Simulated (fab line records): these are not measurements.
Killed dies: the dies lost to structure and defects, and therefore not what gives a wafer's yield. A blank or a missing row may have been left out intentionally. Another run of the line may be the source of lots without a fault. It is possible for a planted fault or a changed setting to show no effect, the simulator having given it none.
Split-lot study / flow sky130 / 5 lots, 23 wafers read, on a route of 708 steps

## SPLIT DETAILS
At SKY_CAP2M_COAT_07 (resist thk 1140 nm), the setting spinRpm was moved away from the recipe's 3000 rpm on 6 of the 23 wafers read, by -6.0% to -5.1%. This setting was run at the recipe's value on the other wafers.

## FROM THE SPLIT TO THE READING: what the file shows between them, 3 steps
- SKY_CAP2M_SOFTBAKE_08: time 60 s
- SKY_CAP2M_EXPOSE_09: exposes mask CAP2M, target cd 1000 nm
- SKY_CAP2M_DEVELOP_11: develop time 60 s

## THE READING
NOVOLAK_of_CAP2M_COAT_07.thkNm (the simulator's own value, which no gauge read), in nm, at SKY_CAP2M_METAL_ETCH_13 (etches TiN in Cl2/BCl3, stops on SiO2, target depth 220 nm, time 62.9 s). The file does not state a usual value for it. Across the 17 wafers here that went through the recipe, the average is 992.2 nm and the standard deviation 2.5 nm.

wafer=L077.1; tool, chamber at the split=lithoTrack-03, 0; spinRpm as run, rpm=2821; against the recipe=-6.0%; NOVOLAK_of_CAP2M_COAT_07.thkNm, nm=1035; against lot-mates on the recipe=+42.2
wafer=L077.3; tool, chamber at the split=lithoTrack-03, 0; spinRpm as run, rpm=2821; against the recipe=-6.0%; NOVOLAK_of_CAP2M_COAT_07.thkNm, nm=1035; against lot-mates on the recipe=+42.2
wafer=L077.2; tool, chamber at the split=lithoTrack-03, 0; spinRpm as run, rpm=3000; against the recipe=recipe; NOVOLAK_of_CAP2M_COAT_07.thkNm, nm=993.7; against lot-mates on the recipe=-
wafer=L077.4; tool, chamber at the split=lithoTrack-03, 0; spinRpm as run, rpm=2821; against the recipe=-6.0%; NOVOLAK_of_CAP2M_COAT_07.thkNm, nm=1031; against lot-mates on the recipe=+38.2
wafer=L077.6; tool, chamber at the split=lithoTrack-03, 0; spinRpm as run, rpm=3000; against the recipe=recipe; NOVOLAK_of_CAP2M_COAT_07.thkNm, nm=991.9; against lot-mates on the recipe=-
wafer=L078.2; tool, chamber at the split=lithoTrack-03, 0; spinRpm as run, rpm=2847; against the recipe=-5.1%; NOVOLAK_of_CAP2M_COAT_07.thkNm, nm=1028; against lot-mates on the recipe=+32.8
wafer=L078.3; tool, chamber at the split=lithoTrack-03, 0; spinRpm as run, rpm=2847; against the recipe=-5.1%; NOVOLAK_of_CAP2M_COAT_07.thkNm, nm=1027; against lot-mates on the recipe=+31.8
wafer=L078.4; tool, chamber at the split=lithoTrack-03, 0; spinRpm as run, rpm=3000; against the recipe=recipe; NOVOLAK_of_CAP2M_COAT_07.thkNm, nm=997; against lot-mates on the recipe=-
wafer=L078.5; tool, chamber at the split=lithoTrack-03, 0; spinRpm as run, rpm=2847; against the recipe=-5.1%; NOVOLAK_of_CAP2M_COAT_07.thkNm, nm=1029; against lot-mates on the recipe=+33.8
wafer=L078.6; tool, chamber at the split=lithoTrack-03, 0; spinRpm as run, rpm=3000; against the recipe=recipe; NOVOLAK_of_CAP2M_COAT_07.thkNm, nm=993.4; against lot-mates on the recipe=-
wafer=L080.2; tool, chamber at the split=lithoTrack-03, 0; spinRpm as run, rpm=3000; against the recipe=recipe; NOVOLAK_of_CAP2M_COAT_07.thkNm, nm=992.4; against lot-mates on the recipe=-
wafer=L080.4; tool, chamber at the split=lithoTrack-03, 0; spinRpm as run, rpm=3000; against the recipe=recipe; NOVOLAK_of_CAP2M_COAT_07.thkNm, nm=991.9; against lot-mates on the recipe=-
wafer=L080.5; tool, chamber at the split=lithoTrack-03, 0; spinRpm as run, rpm=3000; against the recipe=recipe; NOVOLAK_of_CAP2M_COAT_07.thkNm, nm=993; against lot-mates on the recipe=-
wafer=L083.1; tool, chamber at the split=lithoTrack-03, 0; spinRpm as run, rpm=3000; against the recipe=recipe; NOVOLAK_of_CAP2M_COAT_07.thkNm, nm=996.3; against lot-mates on the recipe=-
wafer=L083.2; tool, chamber at the split=lithoTrack-03, 0; spinRpm as run, rpm=3000; against the recipe=recipe; NOVOLAK_of_CAP2M_COAT_07.thkNm, nm=991.5; against lot-mates on the recipe=-
wafer=L083.3; tool, chamber at the split=lithoTrack-03, 0; spinRpm as run, rpm=3000; against the recipe=recipe; NOVOLAK_of_CAP2M_COAT_07.thkNm, nm=994.1; against lot-mates on the recipe=-
wafer=L083.4; tool, chamber at the split=lithoTrack-03, 0; spinRpm as run, rpm=3000; against the recipe=recipe; NOVOLAK_of_CAP2M_COAT_07.thkNm, nm=992.5; against lot-mates on the recipe=-
wafer=L083.5; tool, chamber at the split=lithoTrack-03, 0; spinRpm as run, rpm=3000; against the recipe=recipe; NOVOLAK_of_CAP2M_COAT_07.thkNm, nm=990.9; against lot-mates on the recipe=-
wafer=L084.1; tool, chamber at the split=lithoTrack-03, 0; spinRpm as run, rpm=3000; against the recipe=recipe; NOVOLAK_of_CAP2M_COAT_07.thkNm, nm=990.9; against lot-mates on the recipe=-
wafer=L084.2; tool, chamber at the split=lithoTrack-03, 0; spinRpm as run, rpm=3000; against the recipe=recipe; NOVOLAK_of_CAP2M_COAT_07.thkNm, nm=986.8; against lot-mates on the recipe=-
wafer=L084.3; tool, chamber at the split=lithoTrack-03, 0; spinRpm as run, rpm=3000; against the recipe=recipe; NOVOLAK_of_CAP2M_COAT_07.thkNm, nm=991; against lot-mates on the recipe=-
wafer=L084.4; tool, chamber at the split=lithoTrack-03, 0; spinRpm as run, rpm=3000; against the recipe=recipe; NOVOLAK_of_CAP2M_COAT_07.thkNm, nm=987.8; against lot-mates on the recipe=-
wafer=L084.6; tool, chamber at the split=lithoTrack-03, 0; spinRpm as run, rpm=3000; against the recipe=recipe; NOVOLAK_of_CAP2M_COAT_07.thkNm, nm=992.7; against lot-mates on the recipe=-

THE FIT
A straight line over all 23 wafers: NOVOLAK_of_CAP2M_COAT_07.thkNm changes by -6.97 nm for each +1% of spinRpm; r = -0.99; the points scatter about the line by 2.3 nm.
The same after taking each lot's own level away (the mean of its wafers on the recipe; 23 wafers): -6.68 nm for each +1%; r = -0.99; scatter 1.9 nm.
On that fit, the largest move of spinRpm shifts the reading by 40 nm.
From 989.84 to 995.20 nm: that is the span of the lots' own levels, equal to 2.2 times the standard deviation above.
The two slopes are in agreement: the lot-to-lot level therefore moves the slope only a little.
Check: with one of the wafers moved furthest among these (-6.0%) left out of the fit, the line predicts +39.2 nm for it against its lot-mates. Against them it came out at +42.2 nm.

## ADDITIONAL SPLITS CARRIED BY THESE WAFERS
Other splits were also applied to these wafers ahead of the reading. Each is held against what the fit with the lots' levels taken away leaves over:
other split on the same wafers=SKY_METAL2_SPUTTER_01 timeS; wafers away from the commonest value=11; r with NOVOLAK_of_CAP2M_COAT_07.thkNm (lot level and that fit taken away)=-0.48
other split on the same wafers=SKY_VIA2_DEVELOP_11 devTempC; wafers away from the commonest value=10; r with NOVOLAK_of_CAP2M_COAT_07.thkNm (lot level and that fit taken away)=+0.08
other split on the same wafers=SKY_VIA2_SPUTTER_20 chamberPressurePa; wafers away from the commonest value=15; r with NOVOLAK_of_CAP2M_COAT_07.thkNm (lot level and that fit taken away)=+0.11
other split on the same wafers=SKY_METAL3_SPUTTER_03 timeS; wafers away from the commonest value=8; r with NOVOLAK_of_CAP2M_COAT_07.thkNm (lot level and that fit taken away)=+0.03
other split on the same wafers=SKY_METAL3_COAT_08 spinRpm; wafers away from the commonest value=7; r with NOVOLAK_of_CAP2M_COAT_07.thkNm (lot level and that fit taken away)=-0.01
other split on the same wafers=SKY_METAL3_METAL_ETCH_18 timeS; wafers away from the commonest value=7; r with NOVOLAK_of_CAP2M_COAT_07.thkNm (lot level and that fit taken away)=+0.18

## THE WHOLE CHAIN: every reading that the file lists as answering this split, in the file's order
step=SKY_CAP2M_COAT_07; what it does=resist thk 1140 nm; reading=NOVOLAK_of_CAP2M_COAT_07.thkNm (the simulator's own value, which no gauge read); change (the file's fit)=-6.52 nm for each +1% of the setting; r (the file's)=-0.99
step=SKY_CAP2M_METAL_ETCH_13; what it does=etches TiN in Cl2/BCl3, stops on SiO2, target depth 220 nm, time 62.9 s; reading=NOVOLAK_of_CAP2M_COAT_07.thkNm (the simulator's own value, which no gauge read); change (the file's fit)=-6.69 nm for each +1% of the setting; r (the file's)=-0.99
step=SKY_CAP2M_STRIP_14; what it does=strips in O2/N2; reading=stripTimeToEndpointS; change (the file's fit)=withheld for each +1% of the setting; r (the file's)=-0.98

## THE FILE'S OWN FIT
NOVOLAK_of_CAP2M_COAT_07.thkNm changes by -6.69 nm for each +1% of spinRpm, r = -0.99.
